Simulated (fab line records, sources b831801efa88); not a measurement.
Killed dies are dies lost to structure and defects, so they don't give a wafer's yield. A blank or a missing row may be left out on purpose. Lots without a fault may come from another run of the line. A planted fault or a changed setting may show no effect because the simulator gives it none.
fab line records | flow sky130
record lots=6 wafers=18 last_day=50
route steps=708 shown VT_ADJUST_PCH@146 SONOS_TUNNEL@154
lots that met no fault: from a run of the same line without faults
start_h: hours from the record's first day to the start of the lot's first wafer shown | wait_h: hours since the lot's step before | " the same as in the row above | L1.1+2: a row that stands for several wafers | - no value, or no start given | * or withheld: withheld | < > ~ a bound
route shown NAME@n: a module of which the file shows steps, and the number in the route of the first | usual: mean/standard deviation of fault-free wafers | same: alike in all rows | chamber/n: place in a boat | sites: the reading at each site | _std_site: their standard deviation | _edge_site: outer sites' mean less inner sites' | radius_mm: how far each site lies from the wafer's centre | mask NAME#n: copy n | behind: the tool/chamber that last shaped the wafer | hold: why the lot was held/for how many hours/how that ended | device: the transistor (n, p or np) that didn't switch | end of line: the same wafers' tests at the end of the route | a step without rows: its recipe alone | killed: dies lost to structure and defects at the first sort, not the wafer's yield | map: a wafer's dies, x killed, . not, _ none there
set.NAME: the setting as run; set.NAME@STEP: as run at that earlier step | model.NAME: the simulator's own value behind a step, which no gauge read
lots at some steps of the route; a table a step, a row a wafer
services: from which hour (start_h, from the record's first day; less than 0 if before it) a tool's chamber was out of use, for how many hours, and why
## steps
# step SKY_VT_ADJUST_PCH_SOFTBAKE_03
# recipe temp_c=110 time_s=withheld
# step SKY_VT_ADJUST_PCH_EXPOSE_04
# recipe mask_id=NWM na=0.6 source_shape=conventional sigma_outer=0.6 polarization=unpolarized target_cd_nm=840 dose_mj=255
# step SKY_VT_ADJUST_PCH_PEB_05
# recipe temp_c=115 time_s=withheld
# step SKY_VT_ADJUST_PCH_DEVELOP_06
# recipe wall_angle_deg=90 developer=TMAH develop_time_s=60 dev_temp_c=23
# step SKY_VT_ADJUST_PCH_OVL_MEAS_07
# usual VT_ADJUST_PCH_OVL=0.8/1.9
# columns lot.wafer tool chamber start_h wait_h VT_ADJUST_PCH_OVL[nm]
L231.1 overlay-02 - 229.99 - -1.8
L231.2 " - " " -2.1
L231.4 " - " " -0.7
L237.1 overlay-02 - 276.83 - 0.9
L237.2 " - " " 2.8
L237.6 " - " " 2.6
L248.2 overlay-02 - 369.90 - -0.2
L248.4 " - " " 0.7
L248.6 " - " " 0.5
L249.1 overlay-01 - 375.13 - -0.7
L249.2 " - " " -0.4
L249.6 " - " " -0.6
L252.2 overlay-02 - 399.89 - 2.1
L252.5 " - " " 0.2
L252.6 " - " " 1.9
L253.3 overlay-02 - 410.45 - -1.5
L253.4 " - " " -1.3
L253.6 " - " " -2.5
# step SKY_VT_ADJUST_PCH_IMPLANT_08
# recipe species=B energy_kev=10 dose_cm2=5e+11 tilt_deg=withheld
# step SKY_VT_ADJUST_PCH_STRIP_09
# recipe chemistry=O2/N2 power_w=1400 pressure_mtorr=1500 platen_temp_c=withheld o2_flow_sccm=3000 n2_flow_sccm=300 overash_fraction=0.5
# usual drypump_motor_current_A=5.7/0.37 o2_flow_sccm=2998/9.9 oes_product_au=0.722/0.0046 strip_time_to_endpoint_s=36.88/0.094
# columns lot.wafer tool chamber start_h wait_h drypump_motor_current_A o2_flow_sccm oes_product_au rf_hours_counter_h strip_time_to_endpoint_s
L231.1 plasma_asher-02 1 230.18 0.1 5.9 3009 0.728 10 36.76
L231.2 " 0 " " 5.3 2980 0.716 10 36.93
L231.4 " 0 " " 5.3 2997 0.723 - 36.63
L237.1 plasma_asher-02 1 277.02 0.1 5.9 2986 0.727 16 36.84
L237.2 " 0 " " 5.3 2991 0.724 16 36.91
L237.6 " 1 " " 5.9 2991 0.726 - 36.87
L248.2 plasma_asher-03 0 370.08 0.1 6.2 2993 0.715 71 36.86
L248.4 " 1 " " 5.7 2998 0.723 - 36.93
L248.6 " 1 " " 5.7 2993 0.722 - 36.96
L249.1 plasma_asher-02 0 375.32 0.1 5.3 3004 0.718 26 37.03
L249.2 " 1 " " 5.9 3002 0.711 26 37.00
L249.6 " 0 " " 5.3 3009 0.723 - 37.03
L252.2 plasma_asher-03 1 400.07 0.1 5.8 3010 0.722 74 36.83
L252.5 " 1 " " 5.8 3006 0.725 - 36.90
L252.6 " 0 " " 6.2 2982 0.717 - 36.98
L253.3 plasma_asher-03 0 410.66 0.1 6.2 3011 0.722 - 37.00
L253.4 " 1 " " 5.7 2983 0.736 - 36.89
L253.6 " 1 " " 5.7 2994 0.719 - 36.82
# step SKY_VT_ADJUST_PCH_TW_MEAS_10
# usual VT_ADJUST_PCH_TW=140.9/2.3
# columns lot.wafer tool chamber start_h wait_h VT_ADJUST_PCH_TW
L231.1 film_metro-01 - 230.28 0.1 137.6
L231.2 " - " " 137.4
L231.4 " - " " 137.7
L237.1 film_metro-02 - 277.12 0.1 145.1
L237.2 " - " " 144.8
L237.6 " - " " 144.7
L248.2 film_metro-01 - 370.19 0.1 138.0
L248.4 " - " " 138.7
L248.6 " - " " 138.8
L249.1 film_metro-02 - 375.42 0.1 145.1
L249.2 " - " " 144.8
L249.6 " - " " 144.7
L252.2 film_metro-04 - 400.18 0.1 141.8
L252.5 " - " " 141.4
L252.6 " - " " 141.6
L253.3 film_metro-02 - 410.75 0.1 143.1
L253.4 " - " " 144.2
L253.6 " - " " 142.5
# step SKY_SONOS_TUNNEL_DEHYDRATE_00
# recipe temp_c=200 time_s=60
# step SKY_SONOS_TUNNEL_HMDS_01
# recipe prime_time_s=60 prime_temp_c=120
# step SKY_SONOS_TUNNEL_COAT_02
# recipe resist=NOVOLAK spin_rpm=3000 resist_thk_nm=1140
# step SKY_SONOS_TUNNEL_SOFTBAKE_03
# recipe temp_c=90 time_s=60 resist=NOVOLAK
# step SKY_SONOS_TUNNEL_EXPOSE_04
# recipe mask_id=TUNM na=0.6 source_shape=conventional sigma_outer=0.6 polarization=unpolarized target_cd_nm=410 dose_mj=136
# usual exposure_dose_mJ_cm2=136.02/0.13 focus_offset_nm=0.1/0.51 sigma_outer=0.6/0
# columns lot.wafer tool chamber start_h wait_h mask exposure_dose_mJ_cm2 focus_offset_nm sigma_outer
L231.1 iline_stepper-02 0 241.46 - TUNM#0 136.01 0.2 0.6
L231.2 " 0 " " TUNM#0 135.82 1.2 0.6
L231.4 " 0 " " TUNM#0 136.13 -0.2 0.6
L237.1 iline_stepper-01 0 290.33 - TUNM#0 136.01 -0.2 0.6
L237.2 " 0 " " TUNM#0 136.16 -0.8 0.6
L237.6 " 0 " " TUNM#0 135.92 -0.8 0.6
L248.2 iline_stepper-02 - 384.68 - TUNM#0 - - -
L248.4 " - " " TUNM#0 - - -
L248.6 " - " " TUNM#0 - - -
L249.1 iline_stepper-02 - 388.99 - TUNM#0 - - -
L249.2 " - " " TUNM#0 - - -
L249.6 " - " " TUNM#0 - - -
L252.2 iline_stepper-01 0 414.71 - TUNM#0 135.90 0.3 0.6
L252.5 " 0 " " TUNM#0 136.00 -0.6 0.6
L252.6 " 0 " " TUNM#0 135.93 0.6 0.6
L253.3 iline_stepper-01 0 425.88 - TUNM#0 135.97 -0.2 0.6
L253.4 " 0 " " TUNM#0 136.08 0.2 0.6
L253.6 " 0 " " TUNM#0 135.95 0.3 0.6
# step SKY_SONOS_TUNNEL_PEB_05
# recipe temp_c=withheld time_s=* resist=NOVOLAK
## services
# columns tool chamber start_h hours kind
iline_stepper-02 - 216.49 1.7 pm
iline_stepper-02 - 286.18 4.4 pm
iline_stepper-01 - 295.50 1.7 pm
plasma_asher-03 - 311.88 2.7 repair
plasma_asher-02 - 324.62 2.8 pm
iline_stepper-02 - 341.87 6.7 repair
plasma_asher-03 - 396.56 2.8 pm
iline_stepper-02 - 405.58 6.3 repair
iline_stepper-01 - 419.40 4.9 repair
## key
first_sign step=SKY_SONOS_TUNNEL_EXPOSE_04 reading=tool_record direction=missing
effect none on later readings
met_at SKY_SONOS_TUNNEL_EXPOSE_04
struck_wafers L248.2,L248.4,L248.6,L249.1,L249.2,L249.6
later_rows_left_out L248.2,L248.4,L248.6,L249.1,L249.2,L249.6
sort_left_out L248.2,L248.4,L248.6,L249.1,L249.2,L249.6
tester_left_out L248,L249
onset_between 241.46 384.68
fault kind=skipped_step_whole tool=iline_stepper-02 chamber=- onset_h=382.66 steps=SKY_SONOS_TUNNEL_EXPOSE_04 scope=struck_lots_only
# tester_left_out: of these lots the tester's yield and bins aren't shown, on N5 and GAA mostly nor the transistor test; their killed dies are dies lost to structure and defects alone, not to doping, threshold or leakage, so they don't give the yield
# sort_left_out: the simulated sort isn't trusted on such a fault, so these wafers' sort isn't shown, and their yield isn't known
# later_rows_left_out: the simulator's readings of these wafers behind a module that went badly wrong aren't trusted and aren't shown, but for the sort
